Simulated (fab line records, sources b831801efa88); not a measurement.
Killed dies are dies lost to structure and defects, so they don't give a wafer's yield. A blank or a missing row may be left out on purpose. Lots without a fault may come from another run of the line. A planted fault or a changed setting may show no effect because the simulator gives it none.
Problem report in the 8D (eight disciplines) form, filled by code | flow gf180mcu | the parts of the form that need people (team, actions taken, sign-off) are left out

1. THE PROBLEM
MVPSD_TW at GF_MVPSD_TW_MEAS_11 reads a mean of 563.8 on 2 wafers of 2 lots; wafers without a fault read 549.4 with a standard deviation of 2.5. That is +5.8 standard deviations from the usual mean.
First seen on wafer L781.6, day 7 02:04, on film_metro-04. The record holds 39 wafers of 14 lots with a number at this step. Rule for "out", or "out of limits": more than 4 standard deviations from the usual mean. The other wafers with a number count as sound.

2. WHAT IT IS AND WHAT IT IS NOT
question                    | is                           | is not
which readings at this step | MVPSD_TW                     | -
which lots                  | L781, L782                   | L773, L774, L775, L776, L777, L778, L788, L790, L791, L794, L795, L796
which wafers of those lots  | L781.6, L782.6               | L782.2
read on which gauges        | film_metro-02, film_metro-04 | film_metro-03
when                        | from day 7 02:04             | up to then (18 sound wafers); but 19 sound wafers of L782, L788, L790, L791, L794, L795, L796 came after

3. SUSPECTS, AND WHAT RULES EACH OUT
Counting: a tool at a process step up to the reading stays a suspect if it ran every lot that is out. Sound lots after the first of them don't rule it out here, since some wafers of a struck lot are sound.
- the gauge at GF_MVPSD_TW_MEAS_11: ruled out. The wafers that are out were read on 2 gauges (film_metro-02, film_metro-04).
- implanter-02 at GF_MVPSD_IMPLANT_08: kept. It ran every lot that is out, first L781 (day 7 01:45); its last sound lot up to then is L777 (day 6 03:01). Its own readings are out on those wafers: beam_on_s, faraday_current_uA.
Left after counting: implanter-02 at GF_MVPSD_IMPLANT_08.

4. THE CAUSE (what the simulator had put in)
Process parameter drift: implanter-02, from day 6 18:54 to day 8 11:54, at GF_MVPSD_IMPLANT_08. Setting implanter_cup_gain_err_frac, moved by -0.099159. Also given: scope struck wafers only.
Counting left only this tool.

5. THE CHAIN OF EFFECTS, in route order
Each row: a reading whose mean over the struck wafers that have a number lies more than 3 standard deviations from the usual. Only readings for which the record gives a usual standard deviation are gone through. hours: the time from each lot's start at the first step in this table that gives one to its start at this step, as a median over the lots. sigmas: the change in usual standard deviations.
hours | step                     | reading            | usual       | on struck wafers | change | sigmas
0     | GF_MVPSD_IMPLANT_08      | beam_on_s          | 10.00 s     | 11.07            | +1.07  | +5.1
0     | GF_MVPSD_IMPLANT_08      | faraday_current_uA | 84.6        | 76.1             | -8.5   | -4.7
0     | GF_MVPSD_TW_MEAS_11      | MVPSD_TW           | 549.4       | 563.8            | +14.4  | +5.8
67    | GF_VT_IMPLANT_RS_MEAS_49 | MVPSD_RS           | 1168 ohm/sq | 1106             | -62    | -19
The process steps in it:
- GF_MVPSD_IMPLANT_08
Later measuring or inspecting steps at which every struck wafer that the step has a row for has a number for every such reading, and none has moved that far: GF_VT_IMPLANT_RS_MEAS_46, GF_POLY_GATE_OVL_MEAS_11, GF_HV_LDD_CD_MEAS_46.

6. WHAT WOULD HAVE CAUGHT IT SOONER
In this record the first reading out of limits at a measuring or inspecting step was taken at day 7 02:04, 7 hours after the fault began at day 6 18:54.
The tool's own readings at GF_MVPSD_IMPLANT_08 were out on every struck wafer that the step has a row for (beam_on_s, faraday_current_uA): an alarm limit on them would have fired on the first of those.
Of the lots that are out (2), L782 began GF_MVPSD_IMPLANT_08 on implanter-02 after day 7 02:04. A hold on the tool at that time would have spared it.
